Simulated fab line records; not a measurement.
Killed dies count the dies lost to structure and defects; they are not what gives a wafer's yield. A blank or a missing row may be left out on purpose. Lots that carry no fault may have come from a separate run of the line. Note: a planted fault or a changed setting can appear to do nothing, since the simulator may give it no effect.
Which tool is to blame? | flow sky130 | 13 lots, 39 wafers sampled, at 5 steps of a route of 708

## WHAT EACH GAUGE READ, for each wafer
No reading from a measuring or inspecting step in the record can be judged against a usual standard deviation.

## TOOL THAT RAN EACH LOT (tool first, then ch and the chambers of the sampled wafers, then the start)
lot  | SKY_LOCAL_INTERCONNECT_STRIP_15      | SKY_CONTACT_ETCH_17                | SKY_METAL2_DESCUM_17              | SKY_METAL3_SPUTTER_01        | SKY_PAD_OPEN_PROBE_99
L512 | plasma_asher-04 ch 1, day 31 02:39   | rie_diel-03 ch 0,2, day 32 08:02   | rie_metal-01 ch 0,1, day 35 20:14 | pvd_sputter-04, day 37 02:22 | -
L513 | plasma_asher-03 ch 0,1, day 31 06:15 | -                                  | -                                 | -                            | prober-02, day 46 08:57
L514 | plasma_asher-04 ch 0,1, day 31 19:26 | -                                  | -                                 | -                            | prober-01, day 46 17:49
L522 | plasma_asher-01 ch 0,1, day 34 06:14 | rie_diel-01 ch 0,1, day 35 09:35   | rie_metal-01 ch 0,1, day 38 19:51 | pvd_sputter-04, day 39 23:20 | -
L523 | plasma_asher-01 ch 0,1, day 34 22:01 | rie_diel-03 ch 2,3, day 36 00:39   | rie_metal-04 ch 0,1, day 39 09:11 | pvd_sputter-01, day 40 11:38 | -
L524 | plasma_asher-04 ch 0,1, day 34 22:59 | rie_diel-01 ch 0,1, day 36 01:47   | rie_metal-01 ch 0,1, day 39 09:58 | pvd_sputter-01, day 40 13:32 | -
L525 | plasma_asher-04 ch 0,1, day 35 04:11 | rie_diel-04 ch 0,1,2, day 36 07:41 | rie_metal-04 ch 0,1, day 39 16:17 | pvd_sputter-01, day 40 18:53 | -
L527 | plasma_asher-01 ch 0,1, day 35 18:46 | rie_diel-04 ch 2,3, day 36 22:08   | rie_metal-03 ch 1, day 40 06:42   | pvd_sputter-02, day 41 08:58 | prober-02, day 49 15:14
L528 | plasma_asher-03 ch 0,1, day 36 09:12 | rie_diel-01 ch 1,2, day 37 12:17   | rie_metal-03 ch 1, day 40 18:33   | pvd_sputter-01, day 41 21:23 | -
L530 | plasma_asher-04 ch 0,1, day 37 03:26 | rie_diel-03 ch 1,3, day 38 05:59   | rie_metal-03 ch 0,1, day 41 11:48 | pvd_sputter-01, day 42 13:59 | -
L531 | plasma_asher-03 ch 0,1, day 37 18:00 | rie_diel-01 ch 1,2, day 38 20:38   | rie_metal-03 ch 0,1, day 42 03:02 | pvd_sputter-01, day 43 05:29 | -
L532 | plasma_asher-03 ch 0,1, day 37 19:55 | rie_diel-03 ch 1,2, day 38 22:11   | rie_metal-04 ch 0, day 42 03:12   | pvd_sputter-02, day 43 05:50 | -
L533 | plasma_asher-04 ch 0,1, day 38 11:35 | rie_diel-04 ch 1,2, day 39 13:59   | rie_metal-01 ch 0,1, day 42 18:36 | pvd_sputter-01, day 43 20:26 | -
- SKY_LOCAL_INTERCONNECT_STRIP_15: strips in O2/N2.
- SKY_CONTACT_ETCH_17: etches SiO2 in C4F8/O2/Ar, stops on Si3N4, target depth 340 nm.
- SKY_METAL2_DESCUM_17: chemistry O2, time 8 s.
- SKY_METAL3_SPUTTER_01: material TiN, target thk 20 nm, time 16.7 s.
- SKY_PAD_OPEN_PROBE_99

## WHAT THE TOOLS THEMSELVES READ (means of the sampled wafers that have a number; where no wafer has one, the mark that the record gives instead)
SKY_LOCAL_INTERCONNECT_STRIP_15.
lot  | tool            | chamber_pressure_mTorr (mTorr) | drypump_motor_current_A (A) | oes_product_au (a.u.) | strip_time_to_endpoint_s (s)
L512 | plasma_asher-04 | 1499.6                         | 5.2                         | 0.426                 | 4.718
L513 | plasma_asher-03 | -                              | -                           | -                     | -
L514 | plasma_asher-04 | -                              | -                           | -                     | -
L522 | plasma_asher-01 | 1499.6                         | 6.1                         | 0.429                 | 4.737
L523 | plasma_asher-01 | 1498.8                         | 5.9                         | 0.426                 | 4.726
L524 | plasma_asher-04 | 1499.3                         | 5.1                         | 0.425                 | 4.731
L525 | plasma_asher-04 | 1500.1                         | 5.1                         | 0.426                 | 4.709
L527 | plasma_asher-01 | 1499.6                         | 5.9                         | 0.419                 | 4.692
L528 | plasma_asher-03 | 1500.1                         | 5.8                         | 0.429                 | 4.730
L530 | plasma_asher-04 | 1499.5                         | 5.1                         | 0.425                 | 4.719
L531 | plasma_asher-03 | 1500.9                         | 5.5                         | 0.426                 | 4.712
L532 | plasma_asher-03 | 1501.8                         | 5.5                         | 0.429                 | 4.709
L533 | plasma_asher-04 | 1500.9                         | 5.1                         | 0.431                 | 4.721

SKY_CONTACT_ETCH_17.
lot  | tool        | chamber_pressure_mTorr (mTorr) | oes_product_au (a.u.)
L512 | rie_diel-03 | 39.98                          | 0.894
L522 | rie_diel-01 | 39.99                          | 0.894
L523 | rie_diel-03 | 40.00                          | 0.890
L524 | rie_diel-01 | 40.00                          | 0.890
L525 | rie_diel-04 | 40.00                          | 0.891
L527 | rie_diel-04 | 40.04                          | 0.885
L528 | rie_diel-01 | 40.03                          | 0.895
L530 | rie_diel-03 | 39.95                          | 0.895
L531 | rie_diel-01 | 40.01                          | 0.897
L532 | rie_diel-03 | 39.99                          | 0.888
L533 | rie_diel-04 | 40.01                          | 0.895

SKY_METAL2_DESCUM_17.
lot  | tool         | chamber_pressure_mTorr (mTorr) | drypump_motor_current_A (A) | oes_product_au (a.u.)
L512 | rie_metal-01 | 10.003                         | 5.6                         | 0.994
L522 | rie_metal-01 | 10.002                         | 5.6                         | 1.005
L523 | rie_metal-04 | 9.993                          | 6.4                         | 0.993
L524 | rie_metal-01 | 9.998                          | 5.6                         | 1.011
L525 | rie_metal-04 | 10.001                         | 6.4                         | 1.003
L527 | rie_metal-03 | 9.995                          | 5.3                         | 1.020
L528 | rie_metal-03 | 9.996                          | 5.3                         | 1.012
L530 | rie_metal-03 | 10.002                         | 5.4                         | 1.015
L531 | rie_metal-03 | 10.002                         | 5.4                         | 1.021
L532 | rie_metal-04 | 10.011                         | 6.6                         | 1.035
L533 | rie_metal-01 | 9.994                          | 5.7                         | 1.013

SKY_METAL3_SPUTTER_01.
lot  | tool           | throttle_valve_pct (%)
L512 | pvd_sputter-04 | 31.1
L522 | pvd_sputter-04 | 30.0
L523 | pvd_sputter-01 | 29.8
L524 | pvd_sputter-01 | 29.6
L525 | pvd_sputter-01 | 29.6
L527 | pvd_sputter-02 | 29.0
L528 | pvd_sputter-01 | 29.8
L530 | pvd_sputter-01 | 29.5
L531 | pvd_sputter-01 | 29.6
L532 | pvd_sputter-02 | 29.1
L533 | pvd_sputter-01 | 29.4

SKY_PAD_OPEN_PROBE_99.
lot  | tool      | killed_at_M0_to_M3 | killed_at_M4_up | killed_at_contacts | killed_at_front_end | killed_at_other | killed_dies | killed_on_rim | killed_open | killed_short
L513 | prober-02 | 36                 | 3.0             | 437                | 15                  | 0.0             | 492         | 96            | 48          | 28
L514 | prober-01 | 47                 | 1.7             | 429                | 15                  | 0.3             | 492         | 96            | 45          | 40
L527 | prober-02 | 49                 | 3.0             | 20                 | 15                  | 0.0             | 87          | 16            | 50          | 37

## THE ANSWER, worked out from the rows above alone
Rule: the usual values come from the lots themselves. Put in order of their means at a reading, lots are off if they are a third of the lots or fewer, leave a main group of 4 or more, and stand apart from it by a gap of 3 or more times the standard deviation of the main group's means; of several such gaps the widest counts. The tables above print the reading to a certain number of digits; a main group whose means all agree to those digits is not used. A lot without any number at a reading at which 4 lots or more have one is off too. All remaining lots with rows at the step are treated as sound. First the gauges in route order, then the tools' own readings, where a lot's mean is used as printed above. At the first step where some lot is off, the reading lying furthest off is the one used; lots without a number count as furthest.
Off, at SKY_LOCAL_INTERCONNECT_STRIP_15 on chamber_pressure_mTorr: L513, L514. Without a number there: L513, L514. Main group: mean 1500.0 mTorr, sd 0.83.
If a tool, at that step or one of the process steps before it, ran each lot that is off and ran no sound lot following the first of them, it fits. Of those tried, none fits.

## WHAT THE SIMULATOR HAD PUT IN
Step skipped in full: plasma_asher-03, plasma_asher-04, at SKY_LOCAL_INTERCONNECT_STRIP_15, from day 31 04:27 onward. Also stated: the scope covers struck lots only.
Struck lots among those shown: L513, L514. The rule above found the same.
